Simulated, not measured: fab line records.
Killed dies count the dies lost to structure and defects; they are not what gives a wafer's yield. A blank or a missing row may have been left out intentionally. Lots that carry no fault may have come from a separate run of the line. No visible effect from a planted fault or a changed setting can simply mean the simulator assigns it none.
Which tool did it? | flow sky130 | 14 lots (42 wafers sampled), 1 step of a 708-step route

== WHAT THE GAUGES READ, wafer by wafer ==
SKY_CONTACT_THK_MEAS_26: measures by xrf. Usual: CONTACT_W_THK gives 350 nm (standard deviation 7.5).
lot  | measured     | on            | CONTACT_W_THK (nm) | flag
L516 | day 32 22:53 | film metro-02 | 348 354 351        |
L515 | day 33 00:35 | film metro-02 | 337 355 337        |
L517 | day 33 00:59 | film metro-01 | 367 366 368        |
L518 | day 33 02:41 | film metro-02 | 354 337 353        |
L519 | day 33 03:22 | film metro-02 | 345 348 346        |
L520 | day 34 00:38 | film metro-02 | 340 344 341        |
L525 | day 34 22:10 | film metro-01 | 348 350 355        |
L527 | day 35 13:10 | film metro-04 | 344 354 343        |
L528 | day 35 21:04 | film metro-01 | 345 358 354        |
L530 | day 36 21:19 | film metro-01 | 360 357 356        |
L531 | day 37 01:36 | film metro-02 | 342 341 342        |
L532 | day 37 18:28 | film metro-02 | 349 354 336        |
L534 | day 38 01:31 | film metro-01 | 357 356 355        |
L535 | day 38 05:53 | film metro-04 | 344 356 356        |

== WHAT TOOL EACH LOT RAN ON (gives the tool, then ch and the chambers of the sampled wafers, and finally the start) ==
Before these readings, the record contains no process step.

== AS READ BY THE TOOLS THEMSELVES (means over the sampled wafers that have a number; for cases with no such wafer, the mark the record gives instead) ==
The record holds no such reading with a usual standard deviation.

== THE ANSWER, worked out from the rows above alone ==
Rule: a lot counts as off when the mean over its wafers that have a number is more than 3 standard deviations away from the usual mean. A lot without any number at a reading at which 4 lots or more have one is off too. Where the step has rows for the other lots, those lots are counted as sound. Order of review: gauges by route order, followed by the tools' own readings, for which a lot's mean as printed above is used. At the first step where some lot is off, the reading lying furthest off is the one used; lots without a number count as furthest.
Nothing can be told from this: no lot is off at any reading shown.

== WHAT WAS PUT IN BY THE SIMULATOR ==
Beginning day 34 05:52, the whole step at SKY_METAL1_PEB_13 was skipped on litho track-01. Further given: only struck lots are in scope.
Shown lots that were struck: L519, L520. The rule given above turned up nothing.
